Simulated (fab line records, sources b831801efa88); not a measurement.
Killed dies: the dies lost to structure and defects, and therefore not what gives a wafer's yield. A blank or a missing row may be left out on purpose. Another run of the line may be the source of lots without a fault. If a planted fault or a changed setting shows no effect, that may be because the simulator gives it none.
Problem report, 8D (eight disciplines) form, completed by code | flow sfqLine | the parts of the form that need people (team, actions taken, sign-off) are left out

## 1. WHAT IS WRONG
At SFQ_TRILAYER_M3_BARC_OPEN_METAL_ETCH_100, oesProductAu averages 0.788 a.u. over 3 wafers from 2 lots, while fault-free wafers read 0.686 a.u., standard deviation 0.0046. Relative to the usual mean, that is a shift of +22 standard deviations.
The step: etches BARC in O2, target depth 125 nm, time 41.7 s.
The first sign was on wafer L794.1 at day 37 06:23, on rieMetal-01. The record has a number at this step for 40 wafers belonging to 14 lots. Rule for "out", or "out of limits": more than 4 standard deviations from the usual mean. The rest of the wafers with a number are treated as sound.

## 2. WHAT IT IS, WHAT IT ISN'T
question                    | is                       | is not
which readings at this step | oesProductAu, runLengthS | drypumpMotorCurrentA
which lots                  | L794, L795               | L784, L785, L787, L796, L797, L798, L799, L800, L801, L804, L806, L807
which wafers of those lots  | L794.1, L794.5, L795.5   | L795.2
read on which tools         | rieMetal-01              | rieMetal-02, rieMetal-04
when                        | from day 37 06:23        | up to then (9 sound wafers); but 28 sound wafers of L795, L796, L797, L798, L799, L800, L801, L804, L806, L807 came after

## 3. SUSPECTS, AND WHAT RULES EACH OUT
Counting: if a tool at a process step up to the reading ran every lot that is out, it stays a suspect. Sound lots after the first of them don't rule it out here, since some wafers of a struck lot are sound.
- rieMetal-01 at SFQ_TRILAYER_M3_BARC_OPEN_METAL_ETCH_100 (etches BARC in O2, target depth 125 nm, time 41.7 s): kept. Every lot that is out went through it, the first being L794 (day 37 06:23); the last sound lot it ran before that was L785 (day 35 15:56). Its own oesProductAu, runLengthS readings are out on those wafers.
Remaining after the count: rieMetal-01 at SFQ_TRILAYER_M3_BARC_OPEN_METAL_ETCH_100.

## 4. THE CAUSE (what the simulator had put in)
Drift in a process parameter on rieMetal-01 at SFQ_TRILAYER_M3_BARC_OPEN_METAL_ETCH_100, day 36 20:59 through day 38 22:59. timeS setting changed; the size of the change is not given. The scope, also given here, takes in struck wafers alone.
After counting, this tool was the only one left.

## 5. THE EFFECT CHAIN, in route order
Each row: a reading where the mean over the struck wafers with a number is more than 3 standard deviations away from the usual. Only readings whose record carries a usual standard deviation are examined. hours: median over the lots of the time between each lot's start at the first step of this table that gives one and its start at this step. sigmas: the change, counted in usual standard deviations.
hours | step                                     | reading      | usual      | on struck wafers | change | sigmas
0     | SFQ_TRILAYER_M3_BARC_OPEN_METAL_ETCH_100 | oesProductAu | 0.686 a.u. | 0.788            | +0.102 | +22
0     | SFQ_TRILAYER_M3_BARC_OPEN_METAL_ETCH_100 | runLengthS   | 69.8 s     | 63.0             | -6.8   | -15
Here are the process steps it includes:
- SFQ_TRILAYER_M3_BARC_OPEN_METAL_ETCH_100: etches BARC in O2, target depth 125 nm, time 41.7 s.

## 6. HOW IT WOULD HAVE BEEN CAUGHT EARLIER
First out-of-limits reading in this record: day 37 06:23, which is 9 hours after fault onset at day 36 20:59.
